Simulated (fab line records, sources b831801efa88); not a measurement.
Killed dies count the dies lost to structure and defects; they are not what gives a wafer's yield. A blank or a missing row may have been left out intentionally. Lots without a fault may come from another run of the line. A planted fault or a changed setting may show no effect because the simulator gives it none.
fab line records	flow sky130
record: lots: 10	wafers: 30	last-day: 51
route steps=708 shown SONOS_ONO@182 POLY_GATE@230 METAL1@435 METAL2@485 PAD_OPEN@708
lots untouched by any fault: they come from a run of this same line in which no faults occurred
start-h: the number of hours between the record's first day and the start of the first shown wafer of the lot	wait-h: time in hours since the lot's previous step	" as in the row above	L1.1+2: a single row standing in for several wafers	- no value present, or no start provided	* or withheld: withheld	< > ~ a bound
route shown NAME@n: names a module that has steps shown in the file, with the first one's number in the route	usual: the fault-free wafers' mean and standard deviation	same: alike in all rows	chamber/n: place in a boat	sites: readings site by site	_std_site: their standard deviation	_edge_site: the outer-site mean with the inner-site mean subtracted	radius-mm: for every site, how far away it sits from the centre of the wafer	mask NAME#n: copy n	behind: tool/chamber where the wafer was last shaped	hold: reason for holding the lot/hours on hold/outcome of the hold	device: the transistor (n, p or np) that didn't switch	end of line: the same wafers' tests at the end of the route	where a step has no rows: the recipe by itself	killed: not the wafer's yield, but the dies lost to structure and defects at the first sort	map: per-die view of a wafer (x killed, . not killed, _ where there is no die)
set.NAME: setting as actually run; set.NAME@STEP: the setting as run at that earlier step	model.NAME: the simulator's own value behind a step, which no gauge read
a sample of lots followed through the steps of the route, with each step as a table and each wafer as a row
services: from which hour (start-h, from the record's first day; less than 0 if before it) a tool's chamber was out of use, for how many hours, and why
== steps ==
step: SKY_SONOS_ONO_OVL_MEAS_14
usual: SONOS_ONO_OVL: -0.7/1.5
lot.wafer	tool	chamber	start-h	wait-h	SONOS_ONO_OVL[nm]
L651.1	overlay-02	-	304.96	0.1	-1.7
L651.2	"	-	"	"	-2.2
L651.5	"	-	"	"	-1.3
L652.1	overlay-01	-	312.77	0.1	1.8
L652.3	"	-	"	"	-0.2
L652.5	"	-	"	"	-0.5
L653.1	overlay-02	-	319.57	0.1	-3.0
L653.3	"	-	"	"	-2.0
L653.4	"	-	"	"	-2.0
L655.2	overlay-01	-	334.38	0.1	1.2
L655.3	"	-	"	"	-0.6
L655.6	"	-	"	"	0.9
L656.2	overlay-02	-	344.37	0.1	-2.0
L656.3	"	-	"	"	-1.9
L656.4	"	-	"	"	-2.7
L662.2	overlay-01	-	387.23	0.1	-0.5
L662.3	"	-	"	"	-0.5
L662.6	"	-	"	"	0.9
L663.1	overlay-01	-	401.28	0.1	-2.7
L663.2	"	-	"	"	-1.6
L663.5	"	-	"	"	-2.1
L664.1	overlay-02	-	407.15	0.1	0.7
L664.2	"	-	"	"	0.4
L664.4	"	-	"	"	0.7
L668.1	overlay-01	-	442.77	0.1	-0.1
L668.3	"	-	"	"	-2.1
L668.6	"	-	"	"	-0.3
L671.1	overlay-01	-	490.45	0.1	-0.7
L671.3	"	-	"	"	-1.0
L671.6	"	-	"	"	-0.7
step: SKY_POLY_GATE_ETCH_16
recipe: stop-on: poly-Si	chemistry: CH3F/O2	target: Si3N4	source-w: 400	bias-w: 80	pressure-mtorr: 25	ch3f-flow-sccm: 40	O2_flow_sccm: 30	time-s: 147.5	target-depth-a: 750
usual: drypump-motor-current-A: 5.7/0.43	oes-product-au: 0.641/0.0052	rf-fwd-power-W: 398.4/1.2	throttle-valve-pct: 10.536/0.0097
lot.wafer	tool	chamber	start-h	wait-h	drypump-motor-current-A	oes-product-au	rf-fwd-power-W	rf-hours-counter-h	throttle-valve-pct
L651.1	rie-diel-04	3	395.68	0.0	5.7	0.632	398.8	93	10.548
L651.2	"	0	"	"	5.3	0.641	398.1	4	10.543
L651.5	"	1	"	"	4.9	0.646	397.7	-	10.520
L652.1	rie-diel-03	0	404.68	0.0	6.3	0.636	399.2	9	10.546
L652.3	"	3	"	"	6.3	0.647	396.7	32	10.525
L652.5	"	0	"	"	6.3	0.632	399.8	-	10.542
L653.1	rie-diel-04	1	412.23	0.0	4.9	0.635	397.8	5	10.537
L653.3	"	2	"	"	5.4	0.641	399.5	8	10.553
L653.4	"	0	"	"	5.3	0.645	397.3	4	10.521
L655.2	rie-diel-03	3	430.88	0.0	6.2	0.648	396.0	32	10.526
L655.3	"	0	"	"	6.3	0.646	398.1	10	10.525
L655.6	"	1	"	"	5.1	0.639	401.1	-	10.527
L656.2	rie-diel-01	3	443.18	0.0	5.9	0.647	398.6	31	10.536
L656.3	"	1	"	"	6.0	0.645	397.9	5	10.532
L656.4	"	2	"	"	5.9	0.648	399.1	12	10.530
L662.2	rie-diel-04	1	489.28	0.0	4.9	0.642	397.2	7	10.529
L662.3	"	0	"	"	5.3	0.632	396.6	5	10.519
L662.6	"	3	"	"	5.6	0.634	397.9	-	10.541
L663.1	rie-diel-03	2	498.68	0.0	5.4	0.644	397.6	12	10.542
L663.2	"	3	"	"	6.3	0.650	397.1	33	10.543
L663.5	"	0	"	"	6.3	0.643	398.0	-	10.529
L664.1	rie-diel-01	2	505.83	0.0	5.9	0.643	399.9	13	10.534
L664.2	"	1	"	"	5.9	0.636	397.8	7	10.552
L664.4	"	3	"	"	5.9	0.633	397.3	32	10.530
L668.1	rie-diel-03	0	540.93	0.0	6.3	0.649	398.3	11	10.540
L668.3	"	2	"	"	5.4	0.643	397.4	13	10.538
L668.6	"	1	"	"	5.1	0.645	399.1	-	10.524
L671.1	rie-diel-01	1	587.03	0.0	5.9	0.640	400.2	8	10.539
L671.3	"	0	"	"	5.6	0.646	397.1	6	10.507
L671.6	"	2	"	"	5.9	0.647	398.5	-	10.539
step: SKY_METAL1_SPUTTER_01
recipe: material: TiN	target-thk-nm: 20	power-w: 6500	time-s: 16.7	chamber-pressure-pa: 0.4
usual: cathode-dc-power-W: 6499.9/1.2	chamber-pressure-pa: 0.4000/0.00083	throttle-valve-pct: 30.2/1
lot.wafer	tool	chamber	start-h	wait-h	cathode-dc-power-W	chamber-pressure-pa	throttle-valve-pct
L651.1	pvd-sputter-03	-	757.07	0.0	6500.8	0.3993	30.0
L651.2	"	-	"	"	6501.2	0.3994	29.3
L651.5	"	-	"	"	6500.5	0.3996	29.0
L652.1	pvd-sputter-02	-	766.81	0.0	6500.0	0.3999	27.4
L652.3	"	-	"	"	6499.7	0.4001	30.4
L652.5	"	-	"	"	6501.7	0.3989	29.7
L653.1	pvd-sputter-02	-	777.13	0.0	6499.0	0.4002	28.1
L653.3	"	-	"	"	6499.8	0.3993	27.3
L653.4	"	-	"	"	6501.7	0.4004	29.4
L655.2	pvd-sputter-03	-	793.61	0.0	6498.9	0.3989	29.3
L655.3	"	-	"	"	6499.7	0.4004	31.3
L655.6	"	-	"	"	6499.3	0.4002	30.6
L656.2	pvd-sputter-01	-	801.69	0.0	6501.4	0.4002	31.7
L656.3	"	-	"	"	6500.1	0.3996	31.0
L656.4	"	-	"	"	6499.8	0.3996	30.1
L662.2	pvd-sputter-01	-	839.14	0.0	6499.5	0.3998	31.6
L662.3	"	-	"	"	6500.5	0.4007	31.3
L662.6	"	-	"	"	6498.7	0.3991	30.2
L663.1	pvd-sputter-03	-	846.54	0.0	6501.1	0.4007	31.2
L663.2	"	-	"	"	6499.9	0.4009	29.2
L663.5	"	-	"	"	6499.4	0.4012	30.6
L664.1	pvd-sputter-03	-	850.49	0.0	6502.1	0.4008	29.0
L664.2	"	-	"	"	6498.1	0.4003	30.5
L664.4	"	-	"	"	6500.8	0.4006	30.0
L668.1	pvd-sputter-03	-	883.14	0.0	6497.2	0.3998	30.7
L668.3	"	-	"	"	6498.6	0.4001	29.5
L668.6	"	-	"	"	6498.2	0.4001	30.8
L671.1	pvd-sputter-01	-	934.58	0.0	6501.9	0.3992	31.3
L671.3	"	-	"	"	6501.7	0.4004	29.8
L671.6	"	-	"	"	6500.3	0.3989	30.8
step: SKY_METAL2_SPUTTER_02
recipe: material: AlCu	target-thk-nm: 250	power-w: 10600	time-s: 13.3	chamber-pressure-pa: 0.4
usual: cathode-dc-power-W: 10600/1.9	chamber-pressure-pa: 0.4000/0.00086	throttle-valve-pct: 30.3/0.85
lot.wafer	tool	chamber	start-h	wait-h	cathode-dc-power-W	chamber-pressure-pa	throttle-valve-pct
L651.1	pvd-sputter-04	-	814.41	0.0	10600	0.4012	30.5
L651.2	"	-	"	"	10600	0.3999	28.8
L651.5	"	-	"	"	10599	0.4001	28.5
L652.1	pvd-sputter-01	-	822.71	0.0	10601	0.3997	30.1
L652.3	"	-	"	"	10599	0.4015	31.6
L652.5	"	-	"	"	10599	0.4016	31.7
L653.1	pvd-sputter-01	-	833.58	0.0	10600	0.4016	31.4
L653.3	"	-	"	"	10598	0.3987	30.0
L653.4	"	-	"	"	10600	0.3986	30.7
L655.2	pvd-sputter-03	-	848.70	0.0	10601	0.4003	29.1
L655.3	"	-	"	"	10602	0.3981	29.5
L655.6	"	-	"	"	10600	0.4001	29.4
L656.2	pvd-sputter-01	-	857.35	0.0	10602	0.4007	31.1
L656.3	"	-	"	"	10601	0.3990	30.9
L656.4	"	-	"	"	10599	0.3994	29.7
L662.2	pvd-sputter-03	-	893.76	0.0	10604	0.3993	30.7
L662.3	"	-	"	"	10600	0.4001	29.3
L662.6	"	-	"	"	10599	0.4001	29.2
L663.1	pvd-sputter-01	-	901.62	0.0	-	-	-
L663.2	"	-	"	"	-	-	-
L663.5	"	-	"	"	-	-	-
L664.1	pvd-sputter-04	-	905.17	0.0	-	-	-
L664.2	"	-	"	"	-	-	-
L664.4	"	-	"	"	-	-	-
L668.1	pvd-sputter-04	-	937.46	0.0	10600	0.3992	30.7
L668.3	"	-	"	"	10604	0.3991	30.5
L668.6	"	-	"	"	10601	0.3992	30.0
L671.1	pvd-sputter-03	-	985.64	0.0	10602	0.3995	29.3
L671.3	"	-	"	"	10601	0.4003	30.6
L671.6	"	-	"	"	10599	0.3999	29.1
step: SKY_METAL2_RS_MEAS_05
recipe: thk-meas-gauge: four-point-probe	reads: TiN_of_METAL2_SPUTTER_04+Ti_of_METAL2_SPUTTER_03+AlCu_of_METAL2_SPUTTER_02+TiN_of_METAL2_SPUTTER_01+Ti_of_METAL2_SPUTTER_00
usual: METAL2_ALCU_RS: 0.1266/0.0017
lot.wafer	tool	chamber	start-h	wait-h	METAL2_ALCU_RS[ohm/sq]
L651.1	film-metro-03	-	814.50	0.0	0.1250
L651.2	"	-	"	"	0.1260
L651.5	"	-	"	"	0.1248
L652.1	film-metro-03	-	822.80	0.0	0.1252
L652.3	"	-	"	"	0.1286
L652.5	"	-	"	"	0.1284
L653.1	film-metro-01	-	833.67	0.0	0.1310
L653.3	"	-	"	"	0.1287
L653.4	"	-	"	"	0.1282
L655.2	film-metro-03	-	848.82	0.0	0.1240
L655.3	"	-	"	"	0.1245
L655.6	"	-	"	"	0.1243
L656.2	film-metro-04	-	857.47	0.0	0.1254
L656.3	"	-	"	"	0.1270
L656.4	"	-	"	"	0.1257
L662.2	film-metro-04	-	893.87	0.0	0.1293
L662.3	"	-	"	"	0.1282
L662.6	"	-	"	"	0.1274
L663.1	film-metro-04	-	901.71	0.0	8.4030
L663.2	"	-	"	"	8.4744
L663.5	"	-	"	"	8.5496
L664.1	film-metro-04	-	905.26	0.0	8.6106
L664.2	"	-	"	"	8.7111
L664.4	"	-	"	"	8.6965
L668.1	film-metro-01	-	937.55	0.0	0.1275
L668.3	"	-	"	"	0.1253
L668.6	"	-	"	"	0.1272
L671.1	film-metro-01	-	985.73	0.0	0.1247
L671.3	"	-	"	"	0.1249
L671.6	"	-	"	"	0.1244
step: SKY_METAL2_THK_MEAS_06
recipe: thk-meas-gauge: xrf	reads: AlCu_of_METAL2_SPUTTER_02
usual: METAL2_ALCU_THK: 251/3.2
lot.wafer	tool	chamber	start-h	wait-h	METAL2_ALCU_THK[nm]
L651.1	film-metro-03	-	814.62	0.1	254
L651.2	"	-	"	"	251
L651.5	"	-	"	"	255
L652.1	film-metro-03	-	822.92	0.1	251
L652.3	"	-	"	"	246
L652.5	"	-	"	"	247
L653.1	film-metro-01	-	833.79	0.1	244
L653.3	"	-	"	"	249
L653.4	"	-	"	"	250
L655.2	film-metro-03	-	848.93	0.1	255
L655.3	"	-	"	"	252
L655.6	"	-	"	"	254
L656.2	film-metro-04	-	857.58	0.1	254
L656.3	"	-	"	"	251
L656.4	"	-	"	"	254
L662.2	film-metro-04	-	893.98	0.1	247
L662.3	"	-	"	"	250
L662.6	"	-	"	"	252
L663.1	film-metro-04	-	901.83	0.1	<0
L663.2	"	-	"	"	<0
L663.5	"	-	"	"	<0
L664.1	film-metro-04	-	905.38	0.1	<0
L664.2	"	-	"	"	<0
L664.4	"	-	"	"	<0
L668.1	film-metro-01	-	937.67	0.1	249
L668.3	"	-	"	"	250
L668.6	"	-	"	"	251
L671.1	film-metro-01	-	985.85	0.1	254
L671.3	"	-	"	"	255
L671.6	"	-	"	"	254
step: SKY_PAD_OPEN_PROBE_99
usual: defect-limited-yield: 82.6/1.8	killed_at_M0_to_M3: 43/6.5	killed_at_M4_up: 3.1/1.8	killed-at-contacts: 24/5.6	killed-at-front-end: 15/4.2	killed-at-other: 0.3/0.5	killed-dies: 86/8.9	killed-on-rim: 17/4.3	killed-open: 47/6.9	killed-short: 39/5.9	sort_bin_3_pad_short: 0.9/0.39	sort_bin_5_function: 10.4/1.6	sort_bin_6_memory: 6.2/1	sort-n-pass: 406/8.9	sort-yield-pct: 82.6/1.8
same: gross-dies: 492	killed-at-back-side: 0	sort_bin_4_leakage[%]: 0	sort_bin_8_speed[%]: 0
lot.wafer	tool	chamber	start-h	wait-h	defect-limited-yield[%]	killed_at_M0_to_M3	killed_at_M4_up	killed-at-contacts	killed-at-front-end	killed-at-other	killed-dies	killed-on-rim	killed-open	killed-short	sort_bin_3_pad_short[%]	sort_bin_5_function[%]	sort_bin_6_memory[%]	sort-n-pass	sort-yield-pct[%]
L651.1	prober-02	-	1091.57	0.1	81.1	50	4	23	16	0	93	21	51	42	1.4	9.8	7.7	399	81.1
L651.2	prober-02	-	1091.62	0.1	82.7	43	3	19	19	1	85	18	50	35	0.8	10.8	5.7	407	82.7
L651.5	prober-02	-	1091.77	0.2	82.5	49	2	20	13	2	86	17	44	42	1.2	9.6	6.7	406	82.5
L652.1	prober-01	-	1096.98	0.1	83.5	39	4	27	11	0	81	14	42	39	0.4	11.6	4.5	411	83.5
L652.3	prober-01	-	1097.08	0.2	81.1	43	4	25	21	0	93	18	50	43	0.8	11.4	6.7	399	81.1
L652.5	prober-01	-	1097.18	0.2	84.6	34	1	24	17	0	76	21	32	44	1.2	7.3	6.9	416	84.6
L653.1	prober-01	-	1104.72	0.1	84.3	38	6	20	13	0	77	12	43	34	0.6	7.9	7.1	415	84.3
L653.3	prober-01	-	1104.82	0.2	85.6	39	1	20	11	0	71	16	31	40	0.6	8.5	5.3	421	85.6
L653.4	prober-01	-	1104.87	0.2	82.7	37	7	29	12	0	85	23	39	46	1.0	9.3	6.9	407	82.7
L655.2	prober-01	-	1115.75	0.1	78.5	61	2	30	13	0	106	21	68	38	0.2	13.0	8.3	386	78.5
L655.3	prober-01	-	1115.80	0.2	82.7	34	2	29	19	1	85	16	51	34	0.4	10.4	6.5	407	82.7
L655.6	prober-01	-	1115.95	0.2	82.5	40	4	28	12	2	86	21	53	33	0.6	11.2	5.7	406	82.5
L656.2	prober-02	-	1124.46	0.1	83.5	41	7	16	16	1	81	18	45	36	1.0	9.6	5.9	411	83.5
L656.3	prober-02	-	1124.51	0.2	85.8	32	3	22	13	0	70	13	39	31	1.0	8.1	5.1	422	85.8
L656.4	prober-02	-	1124.56	0.2	86.4	37	4	15	10	1	67	12	40	27	0.4	8.5	4.7	425	86.4
L662.2	prober-02	-	1151.67	0.1	83.5	42	3	22	14	0	81	14	52	29	0.4	10.2	5.9	411	83.5
L662.3	prober-02	-	1151.72	0.2	83.5	39	4	28	10	0	81	15	46	35	1.0	10.8	4.7	411	83.5
L662.6	prober-02	-	1151.87	0.2	82.1	40	4	31	13	0	88	20	40	48	0.8	10.6	6.5	404	82.1
L663.1	prober-01	-	1156.55	0.1	0	459	0	22	11	0	492	96	40	39	0.8	94.5	4.7	0	0
L663.2	prober-01	-	1156.60	0.1	0	458	3	23	8	0	492	96	40	30	0.2	94.7	5.1	0	0
L663.5	prober-01	-	1156.75	0.2	0	463	1	12	16	0	492	96	43	29	0.8	92.7	6.5	0	0
L664.1	prober-02	-	1157.97	0.1	0	452	2	21	17	0	492	96	44	41	0.6	92.9	6.5	0	0
L664.2	prober-02	-	1158.02	0.1	0	447	2	21	21	1	492	96	49	41	1.2	93.1	5.7	0	0
L664.4	prober-02	-	1158.12	0.2	0	444	2	27	19	0	492	96	45	37	0.8	93.9	5.3	0	0
L668.1	prober-02	-	1180.46	0.1	82.3	50	2	28	7	0	87	16	45	42	1.2	9.6	6.9	405	82.3
L668.3	prober-02	-	1180.56	0.2	81.3	51	2	26	13	0	92	18	52	40	0.8	12.4	5.5	400	81.3
L668.6	prober-02	-	1180.71	0.2	83.9	39	4	22	14	0	79	16	47	32	0.2	9.1	6.7	413	83.9
L671.1	prober-02	-	1212.03	0.1	78.7	47	0	37	21	0	105	24	50	55	1.6	12.0	7.7	387	78.7
L671.3	prober-02	-	1212.13	0.2	81.5	34	7	40	10	0	91	21	42	49	1.2	9.6	7.7	401	81.5
L671.6	prober-02	-	1212.28	0.2	79.5	56	4	28	13	0	101	22	59	42	1.2	11.6	7.7	391	79.5
killed by level:class
L651.1 VIA3:geometric-particle:open=9 METAL2:geometric-particle:short=9 LI_CONTACT:geometric-particle:open=8 VIA1:geometric-particle:open=8 CONTACT:geometric-particle:open=7 METAL1:geometric-particle:open=6 FIELD_ISO:geometric-particle:short=5 POLY_GATE:geometric-particle:short=4
L651.2 VIA1:geometric-particle:open=9 VIA3:geometric-particle:open=9 LI_CONTACT:geometric-particle:open=7 FIELD_ISO:geometric-particle:open=6 CONTACT:geometric-particle:open=5 METAL1:geometric-particle:short=5 METAL2:geometric-particle:short=5 VIA2:geometric-particle:open=5
L651.5 VIA1:geometric-particle:short=8 METAL2:geometric-particle:short=8 VIA3:geometric-particle:open=8 VIA1:geometric-particle:open=6 CONTACT:geometric-particle:open=6 CONTACT:geometric-particle:short=5 VIA2:geometric-particle:open=5 FIELD_ISO:geometric-particle:open=3
L652.1 CONTACT:geometric-particle:open=12 VIA1:geometric-particle:open=9 METAL1:geometric-particle:short=8 VIA3:geometric-particle:open=7 CONTACT:geometric-particle:short=5 LI_CONTACT:geometric-particle:short=4 LOCAL_INTERCONNECT:geometric-particle:short=4 VIA1:geometric-particle:short=4
L652.3 VIA1:geometric-particle:open=12 CONTACT:geometric-particle:open=10 LI_CONTACT:geometric-particle:open=7 METAL2:geometric-particle:short=7 POLY_GATE:geometric-particle:open=6 VIA3:geometric-particle:open=6 FIELD_ISO:geometric-particle:short=5 FIELD_ISO:geometric-particle:open=4
L652.5 CONTACT:geometric-particle:open=7 CONTACT:geometric-particle:short=7 METAL2:geometric-particle:short=7 VIA1:geometric-particle:open=6 VIA3:geometric-particle:open=6 LOCAL_INTERCONNECT:geometric-particle:short=5 POLY_GATE:geometric-particle:short=4 METAL1:geometric-particle:short=4
L653.1 VIA2:geometric-particle:open=7 CONTACT:geometric-particle:short=7 VIA3:geometric-particle:open=5 CONTACT:geometric-particle:open=5 METAL1:geometric-particle:short=5 VIA1:geometric-particle:open=5 FIELD_ISO:geometric-particle:open=4 POLY_GATE:geometric-particle:open=4
L653.3 VIA1:geometric-particle:open=9 METAL2:geometric-particle:short=9 CONTACT:geometric-particle:open=7 VIA1:geometric-particle:short=6 LI_CONTACT:geometric-particle:open=4 POLY_GATE:geometric-particle:short=4 LOCAL_INTERCONNECT:geometric-particle:short=4 CONTACT:geometric-particle:short=4
L653.4 LI_CONTACT:geometric-particle:open=9 LOCAL_INTERCONNECT:geometric-particle:short=8 METAL1:geometric-particle:short=7 VIA1:geometric-particle:open=7 CONTACT:geometric-particle:open=6 VIA2:geometric-particle:open=6 VIA1:geometric-particle:short=5 SPACER:geometric-particle:short=4
L655.2 VIA1:geometric-particle:open=16 VIA2:geometric-particle:open=14 LI_CONTACT:geometric-particle:open=10 CONTACT:geometric-particle:open=9 METAL1:geometric-particle:short=8 CONTACT:geometric-particle:short=7 VIA1:geometric-particle:short=7 VIA3:geometric-particle:open=5
L655.3 VIA1:geometric-particle:open=13 CONTACT:geometric-particle:open=12 FIELD_ISO:geometric-particle:open=8 LI_CONTACT:geometric-particle:open=6 VIA1:geometric-particle:short=6 POLY_GATE:geometric-particle:short=4 LOCAL_INTERCONNECT:geometric-particle:short=4 CONTACT:geometric-particle:short=4
L655.6 CONTACT:geometric-particle:open=11 VIA1:geometric-particle:open=11 VIA2:geometric-particle:open=9 FIELD_ISO:geometric-particle:open=8 LI_CONTACT:geometric-particle:open=6 LOCAL_INTERCONNECT:geometric-particle:short=6 VIA1:geometric-particle:short=6 CONTACT:geometric-particle:short=4
L656.2 VIA1:geometric-particle:open=8 LI_CONTACT:geometric-particle:open=8 METAL1:geometric-particle:short=8 FIELD_ISO:geometric-particle:short=5 POLY_GATE:geometric-particle:open=5 VIA3:geometric-particle:open=5 METAL4:geometric-particle:short=5 CONTACT:geometric-particle:open=4
L656.3 VIA3:geometric-particle:open=8 LI_CONTACT:geometric-particle:open=7 VIA1:geometric-particle:open=7 CONTACT:geometric-particle:short=5 METAL2:geometric-particle:short=5 CONTACT:geometric-particle:open=4 LOCAL_INTERCONNECT:geometric-particle:short=4 FIELD_ISO:geometric-particle:short=3
L656.4 VIA1:geometric-particle:open=7 FIELD_ISO:geometric-particle:open=5 LI_CONTACT:geometric-particle:open=5 CONTACT:geometric-particle:open=5 VIA1:geometric-particle:short=5 VIA3:geometric-particle:open=5 METAL3:geometric-particle:short=5 LI_CONTACT:geometric-particle:short=3
L662.2 VIA1:geometric-particle:open=12 LI_CONTACT:geometric-particle:open=7 CONTACT:geometric-particle:open=7 VIA3:geometric-particle:open=7 METAL1:geometric-particle:short=5 VIA2:geometric-particle:open=4 POLY_GATE:geometric-particle:open=3 LOCAL_INTERCONNECT:geometric-particle:short=3
L662.3 VIA1:geometric-particle:open=13 CONTACT:geometric-particle:open=8 LI_CONTACT:geometric-particle:open=6 METAL2:geometric-particle:short=6 LI_CONTACT:geometric-particle:short=5 LOCAL_INTERCONNECT:geometric-particle:short=5 VIA2:geometric-particle:open=4 FIELD_ISO:geometric-particle:open=3
L662.6 VIA1:geometric-particle:open=13 CONTACT:geometric-particle:open=9 LI_CONTACT:geometric-particle:open=8 CONTACT:geometric-particle:short=7 LI_CONTACT:geometric-particle:short=6 METAL1:geometric-particle:short=5 POLY_GATE:geometric-particle:short=4 METAL3:geometric-particle:short=4
L663.1 METAL2:area-sputter=413 VIA1:geometric-particle:open=14 CONTACT:geometric-particle:short=7 METAL2:geometric-particle:short=6 VIA3:geometric-particle:open=5 LOCAL_INTERCONNECT:geometric-particle:short=5 METAL1:geometric-particle:short=5 VIA2:geometric-particle:open=5
L663.2 METAL2:area-sputter=422 VIA3:geometric-particle:open=10 CONTACT:geometric-particle:open=9 LI_CONTACT:geometric-particle:open=7 METAL1:geometric-particle:short=5 VIA1:geometric-particle:short=5 POLY_GATE:geometric-particle:open=4 VIA1:geometric-particle:open=4
L663.5 METAL2:area-sputter=420 VIA1:geometric-particle:open=10 VIA3:geometric-particle:open=7 VIA2:geometric-particle:open=6 LI_CONTACT:geometric-particle:open=5 VIA2:geometric-particle:short=4 POLY_GATE:geometric-particle:short=3 CONTACT:geometric-particle:open=3
L664.1 METAL2:area-sputter=407 CONTACT:geometric-particle:open=8 VIA1:geometric-particle:open=7 VIA2:geometric-particle:open=6 METAL2:geometric-particle:short=6 FIELD_ISO:geometric-particle:open=5 VIA1:geometric-particle:short=5 METAL1:geometric-particle:short=5
L664.2 METAL2:area-sputter=402 CONTACT:geometric-particle:open=13 VIA3:geometric-particle:open=12 FIELD_ISO:geometric-particle:short=8 VIA1:geometric-particle:open=8 POLY_GATE:geometric-particle:short=5 METAL2:geometric-particle:short=5 VIA1:geometric-particle:short=4
L664.4 METAL2:area-sputter=410 LI_CONTACT:geometric-particle:open=8 POLY_GATE:geometric-particle:open=7 CONTACT:geometric-particle:open=7 VIA1:geometric-particle:open=7 CONTACT:geometric-particle:short=6 FIELD_ISO:geometric-particle:short=4 VIA2:geometric-particle:short=4
L668.1 METAL2:geometric-particle:short=11 VIA3:geometric-particle:open=11 CONTACT:geometric-particle:open=10 VIA1:geometric-particle:open=10 LI_CONTACT:geometric-particle:open=8 FIELD_ISO:geometric-particle:short=4 LOCAL_INTERCONNECT:geometric-particle:short=4 VIA1:geometric-particle:short=4
L668.3 CONTACT:geometric-particle:open=9 VIA2:geometric-particle:open=9 METAL2:geometric-particle:short=8 METAL1:geometric-particle:short=8 VIA1:geometric-particle:open=8 LI_CONTACT:geometric-particle:open=7 LOCAL_INTERCONNECT:geometric-particle:short=5 VIA3:geometric-particle:open=5
L668.6 LI_CONTACT:geometric-particle:open=9 VIA1:geometric-particle:open=8 VIA2:geometric-particle:open=8 CONTACT:geometric-particle:open=6 VIA1:geometric-particle:short=5 VIA3:geometric-particle:open=5 POLY_GATE:geometric-particle:open=4 VIA3:geometric-particle:short=4
L671.1 CONTACT:geometric-particle:open=14 CONTACT:geometric-particle:short=13 METAL1:geometric-particle:short=10 POLY_GATE:geometric-particle:short=7 VIA2:geometric-particle:open=7 METAL2:geometric-particle:short=5 FIELD_ISO:geometric-particle:open=4 LOCAL_INTERCONNECT:geometric-particle:open=4
L671.3 CONTACT:geometric-particle:open=12 CONTACT:geometric-particle:short=12 LI_CONTACT:geometric-particle:open=9 VIA1:geometric-particle:open=7 METAL4:geometric-particle:short=6 METAL1:geometric-particle:short=5 METAL2:geometric-particle:short=5 LOCAL_INTERCONNECT:geometric-particle:short=4
L671.6 VIA1:geometric-particle:open=12 LI_CONTACT:geometric-particle:open=10 CONTACT:geometric-particle:open=10 VIA3:geometric-particle:open=9 VIA2:geometric-particle:open=9 METAL2:geometric-particle:short=6 POLY_GATE:geometric-particle:open=6 METAL3:geometric-particle:short=5
== services ==
tool	chamber	start-h	hours	kind
rie-diel-04	-	382.58	0.5	repair
rie-diel-04	0	386.07	5.8	repair
rie-diel-04	2	391.69	4.6	repair
rie-diel-04	1	407.98	1.2	repair
rie-diel-03	-	420.24	2.8	pm
rie-diel-01	-	424.25	2.8	pm
rie-diel-03	-	425.68	0.6	repair
rie-diel-01	0	428.17	2.6	repair
rie-diel-03	3	431.52	7.0	repair
rie-diel-03	0	439.81	5.2	repair
rie-diel-03	2	464.69	14.3	repair
rie-diel-03	0	477.36	17.5	repair
pvd-sputter-03	-	505.15	21.2	repair
pvd-sputter-03	-	527.14	1.8	repair
rie-diel-03	0	534.09	1.3	repair
pvd-sputter-03	-	579.22	1.2	repair
pvd-sputter-01	-	605.60	8.1	repair
pvd-sputter-01	-	652.64	0.7	repair
rie-diel-03	-	739.79	14.6	pm
pvd-sputter-03	-	741.38	0.8	repair
rie-diel-03	1	788.88	2.7	repair
pvd-sputter-01	-	863.33	0.8	repair
rie-diel-03	2	880.46	2.4	repair
rie-diel-03	-	923.75	27.5	repair
== key ==
first-sign: step: SKY_METAL2_SPUTTER_02	reading: tool-record	direction: missing
effect: step: SKY_METAL2_RS_MEAS_05	reading: METAL2_ALCU_RS	direction: up	sigmas: 99+	usual: 0.1266	struck: 8.5742
effect: step: SKY_METAL2_THK_MEAS_06	reading: METAL2_ALCU_THK	direction: down	sigmas: 79	usual: 251	struck: <0
effect: step: SKY_PAD_OPEN_PROBE_99	reading: killed_at_M0_to_M3	direction: up	sigmas: 63	usual: 43	struck: 454
more-kills-born-at: SKY_METAL2_SPUTTER_02@pvd-sputter-01: 1255	SKY_METAL2_SPUTTER_02@pvd-sputter-04: 1219
met-at SKY_METAL2_SPUTTER_02
struck-lots L663,L664
later-rows-left-out L663.1,L663.2,L663.5,L664.1,L664.2,L664.4
not-acting-at SKY_SONOS_ONO_OVL_MEAS_14,SKY_POLY_GATE_ETCH_16,SKY_METAL1_SPUTTER_01
onset-between 857.35 901.62
fault: kind: skipped-step-whole	tool: pvd-sputter-01,pvd-sputter-04	chamber: -	onset-h: 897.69	steps: SKY_METAL2_SPUTTER_02	scope: struck-lots-only
later-rows-left-out: the simulator's readings of these wafers behind a module that went badly wrong aren't trusted and aren't shown, but for the sort
